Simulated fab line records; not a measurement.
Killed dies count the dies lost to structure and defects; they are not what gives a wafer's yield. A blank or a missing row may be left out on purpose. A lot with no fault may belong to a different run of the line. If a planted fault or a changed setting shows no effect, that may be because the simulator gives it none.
fab line records -- flow sky130
record: lots: 13, wafers: 38, lastDay: 50
route steps=708 shown LDD_LDN@293 METAL5@661 PASSIVATION@684 PAD_OPEN@708
lots that met no fault: taken from a fault-free run of the same line
startH: start of the lot's first displayed wafer, in hours after the record's first day -- waitH: time in hours since the lot's previous step -- " repeats the value in the row above -- L1.1+2: a single row standing in for several wafers -- - no value, or no start given -- * or withheld: withheld -- < > ~ a bound
route shown NAME@n: NAME is a module with steps in the file, n the number in the route of the first one -- usual: mean/standard deviation of fault-free wafers -- same: alike in all rows -- chamber/n: place in a boat -- sites: the reading at each site -- _std_site: the values' standard deviation -- _edge_site: outer sites' mean less inner sites' -- radiusMm: how far each site lies from the wafer's centre -- mask NAME#n: copy n -- behind: tool/chamber where the wafer was last shaped -- hold: what put the lot on hold/how long, in hours/how the hold closed -- device: whichever transistor did not switch (one of n, p or np) -- end of line: the route-end tests of the same wafers -- for a step that has no rows: nothing shown but its recipe -- killed: the dies lost at the first sort to structure and to defects; this is not the yield of the wafer -- map: a wafer's dies, marking killed ones x, the rest . and places with no die _
set.NAME: the run value of the setting; set.NAME@STEP: its run value at that earlier step -- model.NAME: the simulator's own value behind a step, which no gauge read
a sample of lots followed through the steps of the route, with each step as a table and each wafer as a row
services: a tool's chamber out of use, with start hour (startH, from the record's first day; less than 0 if before it), hours out, and reason
== steps ==
step: SKY_LDD_LDN_EXPOSE_04
recipe: maskId: LDNTM, na: 0.6, sourceShape: conventional, sigmaOuter: 0.6, polarization: unpolarized, targetCdNm: 700, doseMj: 140
usual: focusOffsetNm: 0.0/0.54
lot.wafer,tool,chamber,startH,waitH,mask,focusOffsetNm
L291.2,ilineStepper-01,0,502.20,-,LDNTM#0,-0.4
L291.4,ilineStepper-01,0,502.20,-,LDNTM#0,0.4
L291.5,ilineStepper-01,0,502.20,-,LDNTM#0,-0.7
L292.1,ilineStepper-02,0,512.02,-,LDNTM#0,-0.5
L292.4,ilineStepper-02,0,512.02,-,LDNTM#0,-1.0
L292.5,ilineStepper-02,0,512.02,-,LDNTM#0,0.0
L294.1,ilineStepper-02,0,531.36,-,LDNTM#0,-0.8
L294.2,ilineStepper-02,0,531.36,-,LDNTM#0,-0.6
L294.4,ilineStepper-02,0,531.36,-,LDNTM#0,-0.7
L295.2,ilineStepper-02,0,544.63,-,LDNTM#0,-0.5
L295.3,ilineStepper-02,0,544.63,-,LDNTM#0,-0.2
L295.4,ilineStepper-02,0,544.63,-,LDNTM#0,-1.0
L296.1,ilineStepper-02,0,559.05,-,LDNTM#0,0.2
L296.4,ilineStepper-02,0,559.05,-,LDNTM#0,0.6
L296.5,ilineStepper-02,0,559.05,-,LDNTM#0,-0.5
L297.2,ilineStepper-02,0,568.45,-,LDNTM#0,0.8
L297.3,ilineStepper-02,0,568.45,-,LDNTM#0,0.4
L297.4,ilineStepper-02,0,568.45,-,LDNTM#0,0.1
L299.1,ilineStepper-02,0,582.32,-,LDNTM#0,-0.4
L299.6,ilineStepper-02,0,582.32,-,LDNTM#0,-0.5
L308.1,ilineStepper-01,0,656.83,-,LDNTM#0,0.4
L308.5,ilineStepper-01,0,656.83,-,LDNTM#0,0.9
L308.6,ilineStepper-01,0,656.83,-,LDNTM#0,0.5
L309.3,ilineStepper-02,0,663.90,-,LDNTM#0,0.8
L309.5,ilineStepper-02,0,663.90,-,LDNTM#0,0.1
L309.6,ilineStepper-02,0,663.90,-,LDNTM#0,0.4
L310.2,ilineStepper-01,0,673.66,-,LDNTM#0,0.1
L310.3,ilineStepper-01,0,673.66,-,LDNTM#0,-0.2
L310.5,ilineStepper-01,0,673.66,-,LDNTM#0,-0.2
L311.1,ilineStepper-02,0,679.38,-,LDNTM#0,0.1
L311.3,ilineStepper-02,0,679.38,-,LDNTM#0,0.0
L311.6,ilineStepper-02,0,679.38,-,LDNTM#0,0.4
L312.1,ilineStepper-01,0,698.41,-,LDNTM#0,0.1
L312.4,ilineStepper-01,0,698.41,-,LDNTM#0,-0.8
L312.5,ilineStepper-01,0,698.41,-,LDNTM#0,-0.9
L313.3,ilineStepper-01,0,699.15,-,LDNTM#0,0.7
L313.5,ilineStepper-01,0,699.15,-,LDNTM#0,0.4
L313.6,ilineStepper-01,0,699.15,-,LDNTM#0,0.3
step: SKY_METAL5_SPUTTER_00
recipe: material: Ti, targetThkNm: 15, powerW: 3000, timeS: 10, chamberPressurePa: 0.4
usual: cathodeDcPowerW: 3000.1/0.57, chamberPressurePa: 0.4001/0.00088, throttleValvePct: 29.6/1.1
lot.wafer,tool,chamber,startH,waitH,cathodeDcPowerW,chamberPressurePa,throttleValvePct
L291.2,pvdSputter-02,-,1000.77,0.1,3000.9,0.4000,29.2
L291.4,pvdSputter-02,-,1000.77,0.1,3000.6,0.4000,30.7
L291.5,pvdSputter-02,-,1000.77,0.1,3000.3,0.4000,28.7
L292.1,pvdSputter-01,-,1007.37,0.1,2999.9,0.3994,28.9
L292.4,pvdSputter-01,-,1007.37,0.1,3000.1,0.4005,27.4
L292.5,pvdSputter-01,-,1007.37,0.1,2999.7,0.3998,27.5
L294.1,pvdSputter-04,-,1024.53,0.1,2999.9,0.3983,30.7
L294.2,pvdSputter-04,-,1024.53,0.1,2999.8,0.3993,28.9
L294.4,pvdSputter-04,-,1024.53,0.1,3000.4,0.4000,29.4
L295.2,pvdSputter-02,-,1030.99,0.1,2999.7,0.4012,29.7
L295.3,pvdSputter-02,-,1030.99,0.1,3000.8,0.4003,30.7
L295.4,pvdSputter-02,-,1030.99,0.1,3000.3,0.3985,29.2
L296.1,pvdSputter-01,-,1039.15,0.2,3000.1,0.4009,31.3
L296.4,pvdSputter-01,-,1039.15,0.2,3001.0,0.3978,27.4
L296.5,pvdSputter-01,-,1039.15,0.2,3000.1,0.3986,31.2
L297.2,pvdSputter-02,-,1051.06,0.1,2999.8,0.4005,30.9
L297.3,pvdSputter-02,-,1051.06,0.1,3000.3,0.4009,29.1
L297.4,pvdSputter-02,-,1051.06,0.1,3000.1,0.4003,30.9
L299.1,pvdSputter-04,-,1061.40,0.1,3000.5,0.4012,29.4
L299.6,pvdSputter-04,-,1061.40,0.1,3000.5,0.4013,29.5
L308.1,pvdSputter-01,-,1115.61,0.1,3000.5,0.3998,29.2
L308.5,pvdSputter-01,-,1115.61,0.1,3000.1,0.3998,29.9
L308.6,pvdSputter-01,-,1115.61,0.1,2999.9,0.3997,31.1
L309.3,pvdSputter-04,-,1117.44,0.2,3000.4,0.3997,29.4
L309.5,pvdSputter-04,-,1117.44,0.2,3000.6,0.4000,29.5
L309.6,pvdSputter-04,-,1117.44,0.2,2998.8,0.3985,29.8
L310.2,pvdSputter-04,-,1126.38,0.2,3000.2,0.3987,29.4
L310.3,pvdSputter-04,-,1126.38,0.2,3000.5,0.4011,30.8
L310.5,pvdSputter-04,-,1126.38,0.2,2999.1,0.3998,29.4
L311.1,pvdSputter-01,-,1130.28,0.1,3000.1,0.3988,30.9
L311.3,pvdSputter-01,-,1130.28,0.1,3001.2,0.4002,29.1
L311.6,pvdSputter-01,-,1130.28,0.1,2999.4,0.3994,29.1
L312.1,pvdSputter-01,-,1141.15,0.1,2999.6,0.4018,29.1
L312.4,pvdSputter-01,-,1141.15,0.1,3000.2,0.4008,31.0
L312.5,pvdSputter-01,-,1141.15,0.1,3000.7,0.4005,27.5
L313.3,pvdSputter-01,-,1143.23,0.1,2999.9,0.4003,29.9
L313.5,pvdSputter-01,-,1143.23,0.1,3000.3,0.3998,29.8
L313.6,pvdSputter-01,-,1143.23,0.1,3000.3,0.4003,27.5
step: SKY_METAL5_SPUTTER_04
recipe: material: TiN, targetThkNm: 70, powerW: 6500, timeS: 58.3, chamberPressurePa: 0.4
usual: cathodeDcPowerW: 6499.9/1.1, chamberPressurePa: 0.3999/0.00079, throttleValvePct: 29.6/1.1
lot.wafer,tool,chamber,startH,waitH,cathodeDcPowerW,chamberPressurePa,throttleValvePct
L291.2,pvdSputter-02,-,1000.89,0.0,6497.5,0.4008,29.0
L291.4,pvdSputter-02,-,1000.89,0.0,6500.4,0.3993,30.7
L291.5,pvdSputter-02,-,1000.89,0.0,6499.2,0.3994,29.0
L292.1,pvdSputter-01,-,1007.49,0.0,6502.3,0.3998,28.9
L292.4,pvdSputter-01,-,1007.49,0.0,6497.8,0.3993,27.3
L292.5,pvdSputter-01,-,1007.49,0.0,6498.0,0.3986,27.1
L294.1,pvdSputter-04,-,1024.65,0.0,6500.2,0.3983,30.6
L294.2,pvdSputter-04,-,1024.65,0.0,6499.1,0.3996,28.8
L294.4,pvdSputter-04,-,1024.65,0.0,6500.1,0.4010,29.4
L295.2,pvdSputter-02,-,1031.11,0.0,6499.3,0.4004,29.9
L295.3,pvdSputter-02,-,1031.11,0.0,6499.1,0.3993,30.7
L295.4,pvdSputter-02,-,1031.11,0.0,6499.9,0.4009,29.0
L296.1,pvdSputter-01,-,1039.26,0.0,6499.7,0.3992,30.9
L296.4,pvdSputter-01,-,1039.26,0.0,6500.2,0.4000,27.6
L296.5,pvdSputter-01,-,1039.26,0.0,6502.2,0.3987,31.1
L297.2,pvdSputter-02,-,1051.18,0.0,6501.4,0.4000,30.9
L297.3,pvdSputter-02,-,1051.18,0.0,6499.2,0.3989,29.2
L297.4,pvdSputter-02,-,1051.18,0.0,6501.4,0.3988,30.7
L299.1,pvdSputter-04,-,1061.52,0.0,6499.4,0.4014,29.3
L299.6,pvdSputter-04,-,1061.52,0.0,6501.4,0.4001,29.3
L308.1,pvdSputter-01,-,1115.73,0.0,6498.3,0.3986,28.9
L308.5,pvdSputter-01,-,1115.73,0.0,6500.1,0.4001,29.9
L308.6,pvdSputter-01,-,1115.73,0.0,6499.8,0.3990,31.2
L309.3,pvdSputter-04,-,1117.55,0.0,6499.7,0.3999,29.3
L309.5,pvdSputter-04,-,1117.55,0.0,6500.7,0.3991,29.1
L309.6,pvdSputter-04,-,1117.55,0.0,6497.9,0.3991,29.6
L310.2,pvdSputter-04,-,1126.50,0.0,6500.3,0.4004,29.8
L310.3,pvdSputter-04,-,1126.50,0.0,6500.9,0.4012,30.9
L310.5,pvdSputter-04,-,1126.50,0.0,6498.5,0.4001,29.7
L311.1,pvdSputter-01,-,1130.40,0.0,6499.4,0.3995,31.1
L311.3,pvdSputter-01,-,1130.40,0.0,6499.9,0.4002,28.9
L311.6,pvdSputter-01,-,1130.40,0.0,6501.5,0.4007,28.9
L312.1,pvdSputter-01,-,1141.26,0.0,6499.7,0.3998,29.0
L312.4,pvdSputter-01,-,1141.26,0.0,6499.5,0.4000,31.1
L312.5,pvdSputter-01,-,1141.26,0.0,6500.6,0.3993,27.3
L313.3,pvdSputter-01,-,1143.35,0.0,6501.5,0.4003,29.6
L313.5,pvdSputter-01,-,1143.35,0.0,6501.0,0.4001,30.1
L313.6,pvdSputter-01,-,1143.35,0.0,6499.3,0.3993,27.4
step: SKY_PASSIVATION_THK_MEAS_03
recipe: reads: Si3N4_of_PASSIVATION_CVD_02
usual: PASSIVATION_CVD_02_THK: 541/7.4
lot.wafer,tool,chamber,startH,waitH,PASSIVATION_CVD_02_THK[nm]
L291.2,filmMetro-03,-,1025.71,-,544
L291.4,filmMetro-03,-,1025.71,-,553
L291.5,filmMetro-03,-,1025.71,-,553
L292.1,filmMetro-04,-,1031.35,-,533
L292.4,filmMetro-04,-,1031.35,-,538
L292.5,filmMetro-04,-,1031.35,-,545
L294.1,filmMetro-02,-,1048.54,-,531
L294.2,filmMetro-02,-,1048.54,-,536
L294.4,filmMetro-02,-,1048.54,-,534
L295.2,filmMetro-04,-,1054.49,-,530
L295.3,filmMetro-04,-,1054.49,-,527
L295.4,filmMetro-04,-,1054.49,-,550
L296.1,filmMetro-04,-,1061.69,-,533
L296.4,filmMetro-04,-,1061.69,-,543
L296.5,filmMetro-04,-,1061.69,-,537
L297.2,filmMetro-04,-,1073.75,-,524
L297.3,filmMetro-04,-,1073.75,-,536
L297.4,filmMetro-04,-,1073.75,-,537
L299.1,filmMetro-03,-,1084.24,-,537
L299.6,filmMetro-03,-,1084.24,-,553
L308.1,filmMetro-03,-,1136.08,-,546
L308.5,filmMetro-03,-,1136.08,-,551
L308.6,filmMetro-03,-,1136.08,-,554
L309.3,filmMetro-04,-,1137.74,-,543
L309.5,filmMetro-04,-,1137.74,-,552
L309.6,filmMetro-04,-,1137.74,-,544
L310.2,filmMetro-02,-,1146.90,-,538
L310.3,filmMetro-02,-,1146.90,-,538
L310.5,filmMetro-02,-,1146.90,-,548
L311.1,filmMetro-03,-,1149.78,-,539
L311.3,filmMetro-03,-,1149.78,-,543
L311.6,filmMetro-03,-,1149.78,-,549
L312.1,filmMetro-03,-,1160.11,-,536
L312.4,filmMetro-03,-,1160.11,-,542
L312.5,filmMetro-03,-,1160.11,-,545
L313.3,filmMetro-04,-,1162.35,-,542
L313.5,filmMetro-04,-,1162.35,-,540
L313.6,filmMetro-04,-,1162.35,-,545
step: SKY_PAD_OPEN_PROBE_99
usual: killed_at_M0_to_M3: 42/7.7, killed_at_M4_up: 3.1/1.9, killedAtContacts: 24/4.9, killedAtFrontEnd: 15/4.6, killedAtOther: 0.3/0.51, killedDies: 85/9.9, killedOnRim: 17/4.1, killedOpen: 47/7.1, killedShort: 38/6.7
same: grossDies: 492, killedAtBackSide: 0
lot.wafer,tool,chamber,startH,waitH,killed_at_M0_to_M3,killed_at_M4_up,killedAtContacts,killedAtFrontEnd,killedAtOther,killedDies,killedOnRim,killedOpen,killedShort
L291.2,prober-02,-,1071.72,0.1,48,1,25,22,0,96,19,60,36
L291.4,prober-02,-,1071.82,0.2,55,5,25,14,0,99,20,44,55
L291.5,prober-02,-,1071.87,0.2,42,5,31,9,0,87,19,44,43
L292.1,prober-02,-,1076.83,0.1,24,2,26,16,0,68,11,40,28
L292.4,prober-02,-,1076.98,0.2,29,3,20,16,0,68,12,38,30
L292.5,prober-02,-,1077.03,0.2,40,3,23,15,0,81,11,45,36
L294.1,prober-02,-,1093.02,0.1,52,3,17,9,0,81,19,41,40
L294.2,prober-02,-,1093.07,0.1,42,0,29,12,0,83,17,49,33
L294.4,prober-02,-,1093.17,0.2,31,3,18,18,1,71,12,40,30
L295.2,prober-01,-,1098.47,0.1,37,0,29,16,0,82,14,48,33
L295.3,prober-01,-,1098.52,0.2,41,2,26,7,0,76,14,36,39
L295.4,prober-01,-,1098.57,0.2,42,3,18,13,0,76,20,43,33
L296.1,prober-02,-,1106.56,0.1,35,2,23,20,0,80,17,46,34
L296.4,prober-02,-,1106.71,0.2,47,5,18,21,0,91,16,50,41
L296.5,prober-02,-,1106.76,0.2,41,3,26,20,0,90,14,57,33
L297.2,prober-01,-,1117.28,0.1,46,2,21,11,0,80,20,43,37
L297.3,prober-01,-,1117.33,0.2,43,6,26,13,0,88,17,49,39
L297.4,prober-01,-,1117.38,0.2,40,1,34,17,0,92,18,54,38
L299.1,prober-01,-,1126.38,0.1,49,3,22,10,0,84,16,50,34
L299.6,prober-01,-,1126.63,0.2,36,4,21,418,0,479,85,43,29
L308.1,prober-02,-,1173.53,0.1,29,0,22,16,0,67,9,42,24
L308.5,prober-02,-,1173.73,0.2,44,3,26,14,1,88,16,55,31
L308.6,prober-02,-,1173.78,0.2,52,2,18,24,0,96,10,61,35
L309.3,prober-01,-,1175.16,0.2,43,3,39,13,0,98,23,47,51
L309.5,prober-01,-,1175.26,0.2,46,5,23,16,2,92,16,48,41
L309.6,prober-01,-,1175.31,0.2,38,4,27,12,0,81,16,44,37
L310.2,prober-02,-,1183.23,0.1,39,5,18,9,0,71,12,41,30
L310.3,prober-02,-,1183.28,0.2,45,8,23,13,1,90,18,51,39
L310.5,prober-02,-,1183.38,0.2,39,1,20,16,1,77,17,40,37
L311.1,prober-01,-,1185.81,0.1,27,5,21,21,0,74,14,39,34
L311.3,prober-01,-,1185.91,0.2,32,6,22,13,1,74,17,36,37
L311.6,prober-01,-,1186.06,0.2,37,4,24,13,1,79,15,35,43
L312.1,prober-02,-,1195.18,0.1,60,4,30,17,1,112,25,55,56
L312.4,prober-02,-,1195.33,0.2,55,5,19,20,0,99,26,56,43
L312.5,prober-02,-,1195.38,0.2,44,0,34,13,1,92,20,55,36
L313.3,prober-01,-,1197.57,0.2,44,2,29,15,0,90,20,47,43
L313.5,prober-01,-,1197.67,0.2,41,3,25,10,1,80,14,41,39
L313.6,prober-01,-,1197.72,0.2,52,0,23,4,1,80,17,47,33
killed by level:class
L291.2 CONTACT:geometricParticle:open=12 VIA1:geometricParticle:open=10 VIA3:geometricParticle:open=9 METAL1:geometricParticle:short=8 LI_CONTACT:geometricParticle:open=7 VIA1:geometricParticle:short=6 FIELD_ISO:geometricParticle:open=5 POLY_GATE:geometricParticle:open=5
L291.4 CONTACT:geometricParticle:open=9 VIA1:geometricParticle:short=9 VIA1:geometricParticle:open=8 CONTACT:geometricParticle:short=7 METAL2:geometricParticle:short=7 METAL1:geometricParticle:short=7 LI_CONTACT:geometricParticle:open=6 VIA2:geometricParticle:open=6
L291.5 CONTACT:geometricParticle:open=11 VIA1:geometricParticle:open=9 CONTACT:geometricParticle:short=8 VIA2:geometricParticle:open=6 VIA3:geometricParticle:short=5 METAL1:geometricParticle:short=5 POLY_GATE:geometricParticle:short=4 LI_CONTACT:geometricParticle:open=4
L292.1 CONTACT:geometricParticle:short=8 VIA1:geometricParticle:open=8 FIELD_ISO:geometricParticle:open=6 LI_CONTACT:geometricParticle:open=6 CONTACT:geometricParticle:open=6 LI_CONTACT:geometricParticle:short=5 FIELD_ISO:geometricParticle:short=4 METAL1:geometricParticle:short=4
L292.4 LI_CONTACT:geometricParticle:open=8 VIA1:geometricParticle:open=7 FIELD_ISO:geometricParticle:short=6 CONTACT:geometricParticle:open=6 FIELD_ISO:geometricParticle:open=5 VIA2:geometricParticle:open=4 METAL3:geometricParticle:short=4 POLY_GATE:geometricParticle:open=3
L292.5 VIA1:geometricParticle:open=9 LI_CONTACT:geometricParticle:open=9 METAL1:geometricParticle:short=8 CONTACT:geometricParticle:open=6 METAL2:geometricParticle:short=6 VIA3:geometricParticle:open=6 CONTACT:geometricParticle:short=5 FIELD_ISO:geometricParticle:short=4
L294.1 METAL1:geometricParticle:short=9 VIA1:geometricParticle:open=9 CONTACT:geometricParticle:open=8 VIA2:geometricParticle:open=8 VIA1:geometricParticle:short=7 METAL2:geometricParticle:short=7 VIA3:geometricParticle:open=7 LI_CONTACT:geometricParticle:open=4
L294.2 CONTACT:geometricParticle:open=12 VIA1:geometricParticle:open=10 LI_CONTACT:geometricParticle:open=8 VIA2:geometricParticle:open=7 VIA3:geometricParticle:open=6 VIA1:geometricParticle:short=5 LOCAL_INTERCONNECT:geometricParticle:short=5 METAL1:geometricParticle:short=5
L294.4 CONTACT:geometricParticle:open=12 VIA1:geometricParticle:open=10 FIELD_ISO:geometricParticle:short=5 POLY_GATE:geometricParticle:open=5 POLY_GATE:geometricParticle:short=5 VIA1:geometricParticle:short=4 VIA3:geometricParticle:short=4 VIA3:geometricParticle:open=4
L295.2 CONTACT:geometricParticle:open=14 CONTACT:geometricParticle:short=8 VIA1:geometricParticle:open=8 VIA2:geometricParticle:open=7 FIELD_ISO:geometricParticle:open=5 VIA2:geometricParticle:short=5 VIA3:geometricParticle:open=4 METAL2:geometricParticle:short=4
L295.3 CONTACT:geometricParticle:open=9 VIA3:geometricParticle:open=8 CONTACT:geometricParticle:short=7 VIA3:geometricParticle:short=6 LI_CONTACT:geometricParticle:open=5 VIA1:geometricParticle:open=5 METAL3:geometricParticle:short=5 METAL1:geometricParticle:short=4
L295.4 VIA1:geometricParticle:open=12 CONTACT:geometricParticle:open=9 VIA3:geometricParticle:open=7 VIA2:geometricParticle:open=6 METAL2:geometricParticle:short=6 FIELD_ISO:geometricParticle:short=5 CONTACT:geometricParticle:short=4 VIA3:geometricParticle:short=4
L296.1 VIA1:geometricParticle:open=13 CONTACT:geometricParticle:open=11 POLY_GATE:geometricParticle:open=5 METAL1:geometricParticle:short=5 FIELD_ISO:geometricParticle:short=4 POLY_GATE:geometricParticle:short=4 LI_CONTACT:geometricParticle:open=4 VIA3:geometricParticle:open=4
L296.4 VIA1:geometricParticle:open=16 CONTACT:geometricParticle:open=8 FIELD_ISO:geometricParticle:open=6 VIA1:geometricParticle:short=6 POLY_GATE:geometricParticle:short=5 METAL2:geometricParticle:short=5 VIA2:geometricParticle:open=5 VIA3:geometricParticle:short=5
L296.5 CONTACT:geometricParticle:open=10 VIA1:geometricParticle:open=9 VIA3:geometricParticle:open=7 VIA2:geometricParticle:open=7 FIELD_ISO:geometricParticle:open=6 LI_CONTACT:geometricParticle:open=6 FIELD_ISO:geometricParticle:short=4 CONTACT:geometricParticle:short=4
L297.2 VIA1:geometricParticle:open=11 LI_CONTACT:geometricParticle:open=9 VIA3:geometricParticle:open=8 POLY_GATE:geometricParticle:short=6 CONTACT:geometricParticle:open=6 METAL1:geometricParticle:short=5 VIA2:geometricParticle:open=5 VIA3:geometricParticle:short=5
L297.3 VIA2:geometricParticle:open=10 VIA1:geometricParticle:open=9 LI_CONTACT:geometricParticle:open=8 LOCAL_INTERCONNECT:geometricParticle:short=7 CONTACT:geometricParticle:open=6 METAL4:geometricParticle:short=5 SPACER:geometricParticle:open=4 METAL1:geometricParticle:short=4
L297.4 LI_CONTACT:geometricParticle:open=13 CONTACT:geometricParticle:open=11 VIA1:geometricParticle:open=8 VIA2:geometricParticle:open=8 POLY_GATE:geometricParticle:short=6 VIA3:geometricParticle:short=6 FIELD_ISO:geometricParticle:open=5 CONTACT:geometricParticle:short=4
L299.1 VIA3:geometricParticle:open=12 LI_CONTACT:geometricParticle:open=9 METAL1:geometricParticle:short=9 VIA1:geometricParticle:open=7 CONTACT:geometricParticle:open=6 LOCAL_INTERCONNECT:geometricParticle:short=5 METAL2:geometricParticle:short=4 FIELD_ISO:geometricParticle:open=3
L299.6 LDD_LDN:areaExpose=407 VIA1:geometricParticle:open=13 CONTACT:geometricParticle:open=9 METAL1:geometricParticle:short=7 VIA3:geometricParticle:open=6 LOCAL_INTERCONNECT:geometricParticle:short=5 CONTACT:geometricParticle:short=4 FIELD_ISO:geometricParticle:open=3
L308.1 VIA1:geometricParticle:open=11 LI_CONTACT:geometricParticle:open=9 CONTACT:geometricParticle:open=5 VIA3:geometricParticle:open=5 FIELD_ISO:geometricParticle:open=4 POLY_GATE:geometricParticle:short=4 VIA1:geometricParticle:short=4 POLY_GATE:geometricParticle:open=3
L308.5 VIA3:geometricParticle:open=13 CONTACT:geometricParticle:open=12 VIA1:geometricParticle:open=11 VIA2:geometricParticle:open=7 VIA1:geometricParticle:short=5 POLY_GATE:geometricParticle:open=4 LI_CONTACT:geometricParticle:open=4 CONTACT:geometricParticle:short=4
L308.6 VIA1:geometricParticle:open=17 VIA3:geometricParticle:open=8 FIELD_ISO:geometricParticle:open=7 POLY_GATE:geometricParticle:short=7 VIA2:geometricParticle:open=7 CONTACT:geometricParticle:open=6 POLY_GATE:geometricParticle:open=5 METAL2:geometricParticle:short=5
L309.3 CONTACT:geometricParticle:open=15 VIA1:geometricParticle:short=9 LOCAL_INTERCONNECT:geometricParticle:short=8 VIA3:geometricParticle:open=7 CONTACT:geometricParticle:short=6 VIA1:geometricParticle:open=6 METAL2:geometricParticle:short=6 FIELD_ISO:geometricParticle:short=5
L309.5 VIA1:geometricParticle:open=9 CONTACT:geometricParticle:open=8 METAL1:geometricParticle:short=8 VIA1:geometricParticle:short=7 VIA3:geometricParticle:open=7 LI_CONTACT:geometricParticle:open=6 VIA2:geometricParticle:open=6 CONTACT:geometricParticle:short=5
L309.6 CONTACT:geometricParticle:open=12 VIA1:geometricParticle:open=11 METAL1:geometricParticle:short=9 LI_CONTACT:geometricParticle:open=7 CONTACT:geometricParticle:short=6 FIELD_ISO:geometricParticle:short=4 METAL3:geometricParticle:short=4 VIA1:geometricParticle:short=3
L310.2 VIA1:geometricParticle:open=15 LI_CONTACT:geometricParticle:open=6 VIA1:geometricParticle:short=6 CONTACT:geometricParticle:open=5 VIA3:geometricParticle:open=5 CONTACT:geometricParticle:short=4 METAL4:geometricParticle:short=4 FIELD_ISO:geometricParticle:short=3
L310.3 VIA1:geometricParticle:open=9 CONTACT:geometricParticle:open=9 VIA1:geometricParticle:short=8 METAL2:geometricParticle:short=6 CONTACT:geometricParticle:short=5 LI_CONTACT:geometricParticle:open=5 VIA2:geometricParticle:open=5 VIA3:geometricParticle:open=5
L310.5 CONTACT:geometricParticle:open=9 POLY_GATE:geometricParticle:open=7 VIA1:geometricParticle:open=7 METAL1:geometricParticle:short=7 VIA1:geometricParticle:short=6 LI_CONTACT:geometricParticle:open=5 METAL3:geometricParticle:short=5 FIELD_ISO:geometricParticle:short=4
L311.1 CONTACT:geometricParticle:open=11 POLY_GATE:geometricParticle:open=5 VIA2:geometricParticle:open=5 POLY_GATE:geometricParticle:short=4 CONTACT:geometricParticle:short=4 VIA2:geometricParticle:short=4 FIELD_ISO:geometricParticle:short=3 LOCAL_INTERCONNECT:geometricParticle:short=3
L311.3 CONTACT:geometricParticle:open=17 METAL3:geometricParticle:short=7 VIA1:geometricParticle:short=5 VIA1:geometricParticle:open=4 METAL2:geometricParticle:short=4 METAL4:geometricParticle:short=4 FIELD_ISO:geometricParticle:short=3 VIA2:geometricParticle:open=3
L311.6 CONTACT:geometricParticle:open=9 VIA2:geometricParticle:open=8 VIA1:geometricParticle:open=8 FIELD_ISO:geometricParticle:short=6 CONTACT:geometricParticle:short=6 POLY_GATE:geometricParticle:short=5 LOCAL_INTERCONNECT:geometricParticle:short=5 METAL2:geometricParticle:short=5
L312.1 VIA3:geometricParticle:open=11 METAL1:geometricParticle:short=10 LI_CONTACT:geometricParticle:open=9 VIA1:geometricParticle:short=8 VIA1:geometricParticle:open=7 VIA2:geometricParticle:open=7 FIELD_ISO:geometricParticle:open=6 CONTACT:geometricParticle:short=6
L312.4 VIA1:geometricParticle:open=10 VIA3:geometricParticle:open=10 VIA2:geometricParticle:open=8 FIELD_ISO:geometricParticle:open=7 METAL3:geometricParticle:short=7 LI_CONTACT:geometricParticle:open=7 CONTACT:geometricParticle:open=6 METAL1:geometricParticle:short=6
L312.5 LI_CONTACT:geometricParticle:open=16 VIA1:geometricParticle:open=14 VIA2:geometricParticle:open=9 METAL1:geometricParticle:short=8 CONTACT:geometricParticle:open=5 FIELD_ISO:geometricParticle:short=4 LI_CONTACT:geometricParticle:short=4 CONTACT:geometricParticle:short=4
L313.3 CONTACT:geometricParticle:open=12 VIA1:geometricParticle:open=7 LI_CONTACT:geometricParticle:open=7 VIA3:geometricParticle:open=6 CONTACT:geometricParticle:short=5 METAL1:geometricParticle:short=5 METAL2:geometricParticle:short=5 VIA2:geometricParticle:open=5
L313.5 VIA2:geometricParticle:open=10 VIA1:geometricParticle:open=9 CONTACT:geometricParticle:open=7 LOCAL_INTERCONNECT:geometricParticle:short=5 CONTACT:geometricParticle:short=5 VIA3:geometricParticle:open=5 FIELD_ISO:geometricParticle:short=4 LI_CONTACT:geometricParticle:short=4
L313.6 VIA1:geometricParticle:open=14 LI_CONTACT:geometricParticle:open=7 VIA1:geometricParticle:short=7 CONTACT:geometricParticle:short=6 CONTACT:geometricParticle:open=6 METAL2:geometricParticle:short=6 VIA3:geometricParticle:open=6 METAL2:geometricParticle:open=4
== services ==
tool,chamber,startH,hours,kind
pvdSputter-01,-,479.50,0.9,repair
ilineStepper-01,-,536.77,8.1,repair
ilineStepper-02,-,539.75,0.7,repair
ilineStepper-02,-,552.63,0.5,repair
ilineStepper-02,0,558.61,-,calibration
pvdSputter-02,-,569.17,3.5,repair
pvdSputter-01,-,605.60,0.7,repair
pvdSputter-02,-,667.68,1.6,repair
ilineStepper-01,-,675.77,1.7,pm
ilineStepper-02,-,684.03,1.7,pm
pvdSputter-02,-,722.66,1.8,repair
pvdSputter-02,-,745.24,4.7,repair
ilineStepper-02,0,766.13,-,calibration
pvdSputter-01,-,872.07,2.3,repair
ilineStepper-01,-,893.95,1.7,pm
ilineStepper-02,-,902.21,1.7,pm
pvdSputter-02,-,972.71,4.3,repair
ilineStepper-02,0,986.08,-,calibration
pvdSputter-04,-,1030.48,4.3,repair
ilineStepper-02,-,1070.16,5.0,repair
ilineStepper-01,-,1112.13,1.7,pm
ilineStepper-02,-,1120.39,1.7,pm
pvdSputter-02,-,1121.10,13.7,repair
ilineStepper-01,-,1129.16,2.1,pm
== key ==
firstSign: step: SKY_PAD_OPEN_PROBE_99, reading: killedAtFrontEnd, direction: up, sigmas: 87, usual: 15, struck: 418
effect: step: SKY_PAD_OPEN_PROBE_99, reading: killedDies, direction: up, sigmas: 40, usual: 85, struck: 479
moreKillsBornAt: SKY_LDD_LDN_EXPOSE_04@ilineStepper-02: 407
metAt SKY_LDD_LDN_EXPOSE_04
struckLots L299
struckWafers L299.6
testerLeftOut L299
notActingAt SKY_METAL5_SPUTTER_00,SKY_METAL5_SPUTTER_04,SKY_PASSIVATION_THK_MEAS_03
onsetBetween 568.45 582.32
fault: kind: processParameterDrift, tool: ilineStepper-02, chamber: -, onsetH: 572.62, steps: SKY_LDD_LDN_EXPOSE_04, channel: focusNm, offset: 1190.5, shape: step, endH: 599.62, scope: struckWafersOnly
testerLeftOut: of these lots the tester's yield and bins aren't shown, on N5 and GAA mostly nor the transistor test; their killed dies are dies lost to structure and defects alone, not to doping, threshold or leakage, so they don't give the yield
